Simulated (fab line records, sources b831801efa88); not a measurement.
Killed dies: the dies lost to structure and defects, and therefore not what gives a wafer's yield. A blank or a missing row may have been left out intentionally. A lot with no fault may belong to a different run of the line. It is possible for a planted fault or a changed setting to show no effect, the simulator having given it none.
Comparing a struck lot with a sound one    flow gf180mcu    44 steps out of a route of 602
Sound: wafers L353.4, L353.5, L353.6. The struck wafers were L360.4, L360.5, L360.6. Last of all comes the cause.
At each step with rows: each side's tool, then ch and its chambers, then its first start. Under that, the readings that differ: sound wafers    struck wafers    difference of the means    sigmas: that difference in standard deviations of wafers without a fault.
alike: same words and numbers on both sides, and readings whose means sit less than 2 such deviations apart. not compared: any withheld reading, any reading some wafer has no value for, any bound like >300 that may hide the same value, and any number with overlapping values for which the record gives no deviation.
The two part at a step that has a row with sigmas, a row that says differs or no value, or rows on one side only. Non-overlapping numbers with no deviation appear without sigmas and do not part them. A reading that every wafer of one side lacks parts them only if that side has two wafers or more.

first, 2 steps without rows for these wafers: GF_DNWELL_DEVELOP_06 (develop time 60 s); GF_DNWELL_IMPLANT_07.
GF_DNWELL_STRIP_08: strips in O2/N2.
  sound on plasma-asher-03 ch 0,1, day 4 20:04; struck on plasma-asher-04 ch 0,1, day 6 11:44
  alike: chamber-pressure-mTorr, drypump-motor-current-A, heater-power-w, oes-product-au, strip-time-to-endpoint-s
  not compared: rf-hours-counter-h
GF_DNWELL_TW_MEAS_09:
  sound on film-metro-03 at day 4 20:10; struck on film-metro-03 at day 6 11:50
  alike: DNWELL_TW
then, 7 steps without rows for these wafers: GF_NWELL_DEHYDRATE_00 (time 60 s); GF_NWELL_HMDS_01 (prime time 60 s); GF_NWELL_COAT_02 (resist thk 3000 nm); GF_NWELL_SOFTBAKE_03; GF_NWELL_EXPOSE_04 (exposes mask Nwell, target cd 860 nm); GF_NWELL_PEB_05; GF_NWELL_DEVELOP_06 (develop time 60 s).
GF_NWELL_OVL_MEAS_07:
  sound on overlay-01 at day 5 10:11; struck on overlay-02 at day 7 03:28
  alike: NWELL_OVL
GF_NWELL_IMPLANT_08:
  sound on implanter-04 ch 0, day 5 10:16; struck on implanter-04 ch 0, day 7 03:33
reading                    sound                 struck                difference  sigmas
beam-energy-keV            449.76 450.06 449.89  469.15 469.15 469.23  +19.27      +99 or more
model.implant.rp-nm (nm)   565.8 565.8 565.8     575.2 575.2 575.2     +9.4        
model.implant.drp-nm (nm)  123.9 123.9 123.9     126.4 126.4 126.4     +2.5        
then, 1 step without rows for these wafers: GF_NWELL_IMPLANT_09.
GF_NWELL_STRIP_10: strips in O2/N2.
  sound on plasma-asher-01 ch 0,1, day 5 10:32; struck on plasma-asher-01 ch 0,1, day 7 03:49
reading                         sound                 struck                difference  sigmas
chamber-pressure-mTorr (mTorr)  1497.9 1498.8 1500.0  1501.0 1503.7 1501.3  +3.1        +2
  alike: drypump-motor-current-A, heater-power-w, oes-product-au, strip-time-to-endpoint-s
  not compared: rf-hours-counter-h
GF_NWELL_TW_MEAS_11:
  sound on film-metro-04 at day 5 10:37; struck on film-metro-03 at day 7 03:55
  alike: NWELL_TW
then, 7 steps without rows for these wafers: GF_LVPWELL_DEHYDRATE_00 (time 60 s); GF_LVPWELL_HMDS_01 (prime time 60 s); GF_LVPWELL_COAT_02 (resist thk 3000 nm); GF_LVPWELL_SOFTBAKE_03; GF_LVPWELL_EXPOSE_04 (exposes mask LVPWELL, target cd 600 nm); GF_LVPWELL_PEB_05; GF_LVPWELL_DEVELOP_06 (develop time 60 s).
GF_LVPWELL_OVL_MEAS_07:
  sound on overlay-01 at day 6 00:53; struck on overlay-02 at day 7 19:54
  alike: LVPWELL_OVL
then, 2 steps without rows for these wafers: GF_LVPWELL_IMPLANT_08; GF_LVPWELL_IMPLANT_09.
GF_LVPWELL_STRIP_10: strips in O2/N2.
  sound on plasma-asher-03 ch 0,1, day 6 01:30; struck on plasma-asher-03 ch 0,1, day 7 20:15
  alike: chamber-pressure-mTorr, drypump-motor-current-A, heater-power-w, oes-product-au, strip-time-to-endpoint-s
  not compared: rf-hours-counter-h
GF_LVPWELL_TW_MEAS_11:
  sound on film-metro-04 at day 6 01:36; struck on film-metro-03 at day 7 20:21
  alike: LVPWELL_TW
then, 7 steps without rows for these wafers: GF_MVSD_DEHYDRATE_00 (time 60 s); GF_MVSD_HMDS_01 (prime time 60 s); GF_MVSD_COAT_02 (resist thk 3000 nm); GF_MVSD_SOFTBAKE_03; GF_MVSD_EXPOSE_04 (exposes mask MVSD, target cd 1000 nm); GF_MVSD_PEB_05; GF_MVSD_DEVELOP_06 (develop time 60 s).
GF_MVSD_OVL_MEAS_07:
  sound on overlay-01 at day 6 17:20; struck on overlay-02 at day 8 13:13
  alike: MVSD_OVL
then, 2 steps without rows for these wafers: GF_MVSD_IMPLANT_08; GF_MVSD_IMPLANT_09.
GF_MVSD_STRIP_10: strips in O2/N2.
  sound on plasma-asher-04 ch 0,1, day 6 17:41; struck on plasma-asher-01 ch 0,1, day 8 13:34
reading                       sound              struck             difference  sigmas
strip-time-to-endpoint-s (s)  37.14 37.30 37.25  36.95 36.87 36.81  -0.35       -3
  alike: chamber-pressure-mTorr, drypump-motor-current-A, heater-power-w, oes-product-au
  not compared: rf-hours-counter-h
GF_MVSD_TW_MEAS_11:
  sound on film-metro-04 at day 6 17:47; struck on film-metro-04 at day 8 13:40
  alike: MVSD_TW
then, 2 steps without rows for these wafers: GF_MVPSD_DEHYDRATE_00 (time 60 s); GF_MVPSD_HMDS_01 (prime time 60 s).
-- the record jumps here: 4 days lie between the struck wafers' starts before and after --
GF_VT_IMPLANT_RS_MEAS_47: the measuring method here is four-point-probe.
  sound on film-metro-01 at day 10 08:32; struck on film-metro-01 at day 12 10:56
reading            sound              struck             difference  sigmas
NWELL_RS (ohm/sq)  486.9 488.5 488.8  484.4 484.2 483.7  -4.0        -3
-- the record jumps here: 21 days lie between the struck wafers' starts before and after --
GF_PASSIVATION_PROBE_99:
  rows exist in the record for the struck wafers here (prober-02, day 33 12:52), but not for the sound ones

## WHERE THEY PART
Last at GF_PASSIVATION_PROBE_99 as far as this record goes, first at GF_NWELL_IMPLANT_08.

WHY: what had been put in by the simulator
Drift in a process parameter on implanter-04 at GF_NWELL_IMPLANT_08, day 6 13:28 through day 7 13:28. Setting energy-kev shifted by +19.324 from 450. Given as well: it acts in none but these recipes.
